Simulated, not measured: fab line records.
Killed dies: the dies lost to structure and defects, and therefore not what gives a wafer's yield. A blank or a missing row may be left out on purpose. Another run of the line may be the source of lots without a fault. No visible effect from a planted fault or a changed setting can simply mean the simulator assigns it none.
Comparing a struck lot with a sound one || flow gf180mcu || 16 out of 602 route steps
Sound: the wafers L570.1, L570.3, L570.5. The struck wafers were L573.1, L573.3, L573.5. At the end, the cause is stated.
At each step with rows: each side's tool, then ch and its chambers, then its first start. Under that, the readings that differ: sound wafers || struck wafers || difference of the means || sigmas: that difference in standard deviations of wafers without a fault.
alike: words and numbers the same on both sides, and readings whose means are apart by under 2 such deviations; not compared: readings that were withheld, readings missing a value for some wafer, numbers with overlapping values and no deviation given by the record, and bounds like >300 which may hide the same value.
A row with sigmas, a row that says differs or no value, or rows on one side alone: a step with any of these is where the two part. When numbers do not overlap yet have no deviation, they are printed without sigmas and do not part them. A reading missing from all wafers of one side parts the sides only when that side holds two or more wafers.

first, 1 step without rows for these wafers: GF_HV_LDD_IMPLANT_09.
GF_HV_LDD_STRIP_10: strips in O2/N2.
  sound on plasma-asher-01 ch 0,1, day 13 21:14; struck on plasma-asher-03 ch 0,1, day 14 18:59
  alike: drypump-motor-current-A, heater-power-w, oes-product-au, strip-time-to-endpoint-s
  not compared: rf-hours-counter-h
GF_HV_LDD_TW_MEAS_11:
  sound: film-metro-03 at day 13 21:20; struck: film-metro-02 at day 14 19:05
  alike: HV_LDD_TW
then, 7 steps without rows for these wafers: GF_HV_LDD_DEHYDRATE_12 (time 60 s); GF_HV_LDD_HMDS_13 (prime time 60 s); GF_HV_LDD_COAT_14 (resist thk 1000 nm); GF_HV_LDD_SOFTBAKE_15 (time 60 s); GF_HV_LDD_EXPOSE_16 (exposes mask Pplus LV AREA, target cd 400 nm); GF_HV_LDD_PEB_17; GF_HV_LDD_DEVELOP_18 (develop time 60 s).
GF_HV_LDD_CD_MEAS_19: the cd target is 400 nm.
  sound: cd-sem-01 at day 14 18:39; struck: cd-sem-02 at day 15 16:14
  alike: cd-nm
GF_HV_LDD_OVL_MEAS_20:
  sound: overlay-01 at day 14 18:46; struck: overlay-02 at day 15 16:22
  alike: HV_LDD_01_OVL
GF_HV_LDD_IMPLANT_21:
  struck on implanter-03, day 15 16:23; sound on implanter-03 ch 0, day 14 18:59
  no value came back on the struck wafers for beam-energy-keV, beam-on-s (s), faraday-current-uA; on the sound wafers beam-energy-keV reads 24.995 25.000 24.996
GF_HV_LDD_STRIP_22: strips in O2/N2.
  sound on plasma-asher-01 ch 0,1, day 14 19:08; struck on plasma-asher-04 ch 1, day 15 16:32
  alike: drypump-motor-current-A, heater-power-w, oes-product-au, strip-time-to-endpoint-s
  not compared: rf-hours-counter-h
GF_HV_LDD_TW_MEAS_23:
  sound: film-metro-04 at day 14 19:14; struck: film-metro-03 at day 15 16:38
{"reading": "HV_LDD_2_TW", "sound": "1042 1046 1043", "struck": "30 30 30", "difference": -1014, "sigmas": "-99 or more"}
then, 1 step without rows for these wafers: GF_HV_LDD_DEHYDRATE_24 (time 60 s).

WHERE THEY PART
At GF_HV_LDD_IMPLANT_21 first; at GF_HV_LDD_TW_MEAS_23 last (within this record only).

WHY: whatever the simulator had introduced
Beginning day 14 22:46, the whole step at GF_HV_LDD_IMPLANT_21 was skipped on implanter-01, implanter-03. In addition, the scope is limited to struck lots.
